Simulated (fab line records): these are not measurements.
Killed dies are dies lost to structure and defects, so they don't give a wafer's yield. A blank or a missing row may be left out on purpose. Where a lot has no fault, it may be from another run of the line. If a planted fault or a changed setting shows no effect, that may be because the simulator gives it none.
Which of the tools did it? || flow gf180mcu || Sampling: 13 lots, 39 wafers, 4 of 602 route steps

## WHAT THE GAUGES READ, wafer by wafer
GF_V5_THK_MEAS_01. Usual: V5_CVD_00_THK 299.0 nm, standard deviation 3.
{"lot": "L197", "measured": "day 26 10:18", "on": "filmMetro-02", "V5_CVD_00_THK (nm)": "294.2 301.8 296.1", "flag": ""}
{"lot": "L199", "measured": "day 27 03:01", "on": "filmMetro-01", "V5_CVD_00_THK (nm)": "297.7 297.4 295.7", "flag": ""}
{"lot": "L201", "measured": "day 27 18:40", "on": "filmMetro-02", "V5_CVD_00_THK (nm)": "296.8 300.3 296.5", "flag": ""}
{"lot": "L202", "measured": "day 28 02:13", "on": "filmMetro-02", "V5_CVD_00_THK (nm)": "301.4 303.6 301.7", "flag": ""}
{"lot": "L203", "measured": "day 28 08:35", "on": "filmMetro-04", "V5_CVD_00_THK (nm)": "301.8 301.8 299.8", "flag": ""}
{"lot": "L206", "measured": "day 29 11:29", "on": "filmMetro-02", "V5_CVD_00_THK (nm)": "297.5 297.1 295.5", "flag": ""}
{"lot": "L207", "measured": "day 29 13:43", "on": "filmMetro-02", "V5_CVD_00_THK (nm)": "300.9 295.1 299.7", "flag": ""}
{"lot": "L208", "measured": "day 30 01:09", "on": "filmMetro-02", "V5_CVD_00_THK (nm)": "303.3 304.5 306.3", "flag": ""}
{"lot": "L209", "measured": "day 30 03:31", "on": "filmMetro-02", "V5_CVD_00_THK (nm)": "298.8 303.9 301.5", "flag": ""}
{"lot": "L212", "measured": "day 31 01:28", "on": "filmMetro-02", "V5_CVD_00_THK (nm)": "294.2 298.1 298.1", "flag": ""}
{"lot": "L219", "measured": "day 32 17:55", "on": "filmMetro-04", "V5_CVD_00_THK (nm)": "299.2 298.5 299.2", "flag": ""}
{"lot": "L218", "measured": "day 32 19:50", "on": "filmMetro-02", "V5_CVD_00_THK (nm)": "299.1 297.3 293.4", "flag": ""}
{"lot": "L220", "measured": "day 33 01:32", "on": "filmMetro-04", "V5_CVD_00_THK (nm)": "298.1 297.7 297.7", "flag": ""}

GF_TOP_METAL_OVL_MEAS_15. Usual: TOP_METAL_OVL 0.3 nm, standard deviation 1.3.
{"lot": "L197", "measured": "day 28 05:17", "on": "overlay-02", "TOP_METAL_OVL (nm)": "0.8 -0.8 1.4", "flag": ""}
{"lot": "L199", "measured": "day 28 21:21", "on": "overlay-01", "TOP_METAL_OVL (nm)": "1.1 -0.9 1.2", "flag": ""}
{"lot": "L201", "measured": "day 29 11:10", "on": "overlay-01", "TOP_METAL_OVL (nm)": "0.1 0.2 0.5", "flag": ""}
{"lot": "L202", "measured": "day 29 18:47", "on": "overlay-02", "TOP_METAL_OVL (nm)": "0.2 2.0 0.3", "flag": ""}
{"lot": "L203", "measured": "day 30 01:30", "on": "overlay-02", "TOP_METAL_OVL (nm)": "0.7 1.2 0.0", "flag": ""}
{"lot": "L206", "measured": "day 31 02:59", "on": "overlay-02", "TOP_METAL_OVL (nm)": "0.7 -0.4 0.8", "flag": ""}
{"lot": "L207", "measured": "day 31 05:17", "on": "overlay-02", "TOP_METAL_OVL (nm)": "-0.2 -0.2 0.6", "flag": ""}
{"lot": "L208", "measured": "day 31 15:22", "on": "overlay-02", "TOP_METAL_OVL (nm)": "0.2 -1.3 0.8", "flag": ""}
{"lot": "L209", "measured": "day 31 17:59", "on": "overlay-01", "TOP_METAL_OVL (nm)": "0.8 0.9 -1.0", "flag": ""}
{"lot": "L212", "measured": "day 32 14:51", "on": "overlay-01", "TOP_METAL_OVL (nm)": "0.7 0.8 0.1", "flag": ""}
{"lot": "L219", "measured": "day 34 04:27", "on": "overlay-01", "TOP_METAL_OVL (nm)": "0.6 -1.2 -2.9", "flag": ""}
{"lot": "L218", "measured": "day 34 05:11", "on": "overlay-01", "TOP_METAL_OVL (nm)": "0.9 1.6 3.1", "flag": ""}
{"lot": "L220", "measured": "day 34 11:00", "on": "overlay-01", "TOP_METAL_OVL (nm)": "2.7 0.4 1.8", "flag": ""}

## TOOL THAT RAN EACH LOT (tool first, then ch and the chambers of the sampled wafers, then the start)
{"lot": "L197", "GF_MIM_SPUTTER_04": "pvdSputter-03, day 24 13:29", "GF_TOP_METAL_SPUTTER_00": "pvdSputter-01, day 27 09:24"}
{"lot": "L199", "GF_MIM_SPUTTER_04": "pvdSputter-03, day 25 06:49", "GF_TOP_METAL_SPUTTER_00": "pvdSputter-02, day 28 01:31"}
{"lot": "L201", "GF_MIM_SPUTTER_04": "pvdSputter-03, day 26 00:55", "GF_TOP_METAL_SPUTTER_00": "pvdSputter-02, day 28 16:07"}
{"lot": "L202", "GF_MIM_SPUTTER_04": "pvdSputter-03, day 26 07:38", "GF_TOP_METAL_SPUTTER_00": "pvdSputter-01, day 28 23:33"}
{"lot": "L203", "GF_MIM_SPUTTER_04": "pvdSputter-04, day 26 14:53", "GF_TOP_METAL_SPUTTER_00": "pvdSputter-04, day 29 06:20"}
{"lot": "L206", "GF_MIM_SPUTTER_04": "pvdSputter-03, day 27 19:14", "GF_TOP_METAL_SPUTTER_00": "pvdSputter-01, day 30 08:34"}
{"lot": "L207", "GF_MIM_SPUTTER_04": "pvdSputter-01, day 27 22:57", "GF_TOP_METAL_SPUTTER_00": "pvdSputter-04, day 30 10:43"}
{"lot": "L208", "GF_MIM_SPUTTER_04": "pvdSputter-03, day 28 08:58", "GF_TOP_METAL_SPUTTER_00": "pvdSputter-02, day 30 21:32"}
{"lot": "L209", "GF_MIM_SPUTTER_04": "pvdSputter-03, day 28 11:49", "GF_TOP_METAL_SPUTTER_00": "pvdSputter-04, day 31 00:16"}
{"lot": "L212", "GF_MIM_SPUTTER_04": "pvdSputter-04, day 29 11:19", "GF_TOP_METAL_SPUTTER_00": "pvdSputter-01, day 31 21:50"}
{"lot": "L219", "GF_MIM_SPUTTER_04": "pvdSputter-03, day 31 06:04", "GF_TOP_METAL_SPUTTER_00": "pvdSputter-01, day 33 12:49"}
{"lot": "L218", "GF_MIM_SPUTTER_04": "pvdSputter-04, day 31 08:40", "GF_TOP_METAL_SPUTTER_00": "pvdSputter-01, day 33 13:47"}
{"lot": "L220", "GF_MIM_SPUTTER_04": "pvdSputter-01, day 31 14:28", "GF_TOP_METAL_SPUTTER_00": "pvdSputter-04, day 33 19:30"}
- GF_MIM_SPUTTER_04: material TiN, target thk 50 nm, time 41.7 s.
- GF_TOP_METAL_SPUTTER_00: material Ti, target thk 37.5 nm, time 150 s.

## WHAT THE TOOLS THEMSELVES READ (means of the sampled wafers that have a number; where no wafer has one, the mark that the record gives instead)
GF_MIM_SPUTTER_04. Usual: cathodeDcPowerW 6499.9 W, standard deviation 1.3; throttleValvePct 29.7 %, standard deviation 0.67.
{"lot": "L197", "tool": "pvdSputter-03", "cathodeDcPowerW (W)": 6499.9, "throttleValvePct (%)": 29.6, "flag": ""}
{"lot": "L199", "tool": "pvdSputter-03", "cathodeDcPowerW (W)": 6499.7, "throttleValvePct (%)": 29.7, "flag": ""}
{"lot": "L201", "tool": "pvdSputter-03", "cathodeDcPowerW (W)": 6500.3, "throttleValvePct (%)": 29.6, "flag": ""}
{"lot": "L202", "tool": "pvdSputter-03", "cathodeDcPowerW (W)": 6500.0, "throttleValvePct (%)": 29.4, "flag": ""}
{"lot": "L203", "tool": "pvdSputter-04", "cathodeDcPowerW (W)": 6499.3, "throttleValvePct (%)": 30.6, "flag": ""}
{"lot": "L206", "tool": "pvdSputter-03", "cathodeDcPowerW (W)": 6500.7, "throttleValvePct (%)": 29.3, "flag": ""}
{"lot": "L207", "tool": "pvdSputter-01", "cathodeDcPowerW (W)": 6498.2, "throttleValvePct (%)": 29.7, "flag": ""}
{"lot": "L208", "tool": "pvdSputter-03", "cathodeDcPowerW (W)": 6500.1, "throttleValvePct (%)": 30.0, "flag": ""}
{"lot": "L209", "tool": "pvdSputter-03", "cathodeDcPowerW (W)": 6500.3, "throttleValvePct (%)": 29.5, "flag": ""}
{"lot": "L212", "tool": "pvdSputter-04", "cathodeDcPowerW (W)": 6498.5, "throttleValvePct (%)": 29.4, "flag": ""}
{"lot": "L219", "tool": "pvdSputter-03", "cathodeDcPowerW (W)": 6499.9, "throttleValvePct (%)": 29.4, "flag": ""}
{"lot": "L218", "tool": "pvdSputter-04", "cathodeDcPowerW (W)": 6499.2, "throttleValvePct (%)": 29.8, "flag": ""}
{"lot": "L220", "tool": "pvdSputter-01", "cathodeDcPowerW (W)": 6500.4, "throttleValvePct (%)": 30.1, "flag": ""}

GF_TOP_METAL_SPUTTER_00. Usual: cathodeDcPowerW 4000.0 W, standard deviation 0.71; throttleValvePct 30.2 %, standard deviation 1.1.
{"lot": "L197", "tool": "pvdSputter-01", "cathodeDcPowerW (W)": 4000.0, "throttleValvePct (%)": 29.6, "flag": ""}
{"lot": "L199", "tool": "pvdSputter-02", "cathodeDcPowerW (W)": 3999.9, "throttleValvePct (%)": 31.1, "flag": ""}
{"lot": "L201", "tool": "pvdSputter-02", "cathodeDcPowerW (W)": 4000.7, "throttleValvePct (%)": 32.3, "flag": ""}
{"lot": "L202", "tool": "pvdSputter-01", "cathodeDcPowerW (W)": 4000.2, "throttleValvePct (%)": 29.9, "flag": ""}
{"lot": "L203", "tool": "pvdSputter-04", "cathodeDcPowerW (W)": 3999.9, "throttleValvePct (%)": 29.6, "flag": ""}
{"lot": "L206", "tool": "pvdSputter-01", "cathodeDcPowerW (W)": 4000.1, "throttleValvePct (%)": 29.3, "flag": ""}
{"lot": "L207", "tool": "pvdSputter-04", "cathodeDcPowerW (W)": 4000.4, "throttleValvePct (%)": 29.5, "flag": ""}
{"lot": "L208", "tool": "pvdSputter-02", "cathodeDcPowerW (W)": 3999.7, "throttleValvePct (%)": 31.8, "flag": ""}
{"lot": "L209", "tool": "pvdSputter-04", "cathodeDcPowerW (W)": 4000.3, "throttleValvePct (%)": 29.9, "flag": ""}
{"lot": "L212", "tool": "pvdSputter-01", "cathodeDcPowerW (W)": 3999.9, "throttleValvePct (%)": 29.4, "flag": ""}
{"lot": "L219", "tool": "pvdSputter-01", "cathodeDcPowerW (W)": 3999.9, "throttleValvePct (%)": 29.9, "flag": ""}
{"lot": "L218", "tool": "pvdSputter-01", "cathodeDcPowerW (W)": 4000.0, "throttleValvePct (%)": 29.6, "flag": ""}
{"lot": "L220", "tool": "pvdSputter-04", "cathodeDcPowerW (W)": 4000.0, "throttleValvePct (%)": 29.9, "flag": ""}

## THE ANSWER, worked out from the rows above alone
Rule: take the mean of a lot's wafers that have a number; if it is more than 3 standard deviations from the usual mean, the lot is off. A lot without any number at a reading at which 4 lots or more have one is off too. The other lots that the step has rows for count as sound. Order of review: gauges by route order, followed by the tools' own readings, for which a lot's mean as printed above is used. At the first step where some lot is off, the reading lying furthest off is the one used; lots without a number count as furthest.
Nothing can be told from this: no lot is off at any reading shown.

## WHAT THE SIMULATOR HAD PUT IN
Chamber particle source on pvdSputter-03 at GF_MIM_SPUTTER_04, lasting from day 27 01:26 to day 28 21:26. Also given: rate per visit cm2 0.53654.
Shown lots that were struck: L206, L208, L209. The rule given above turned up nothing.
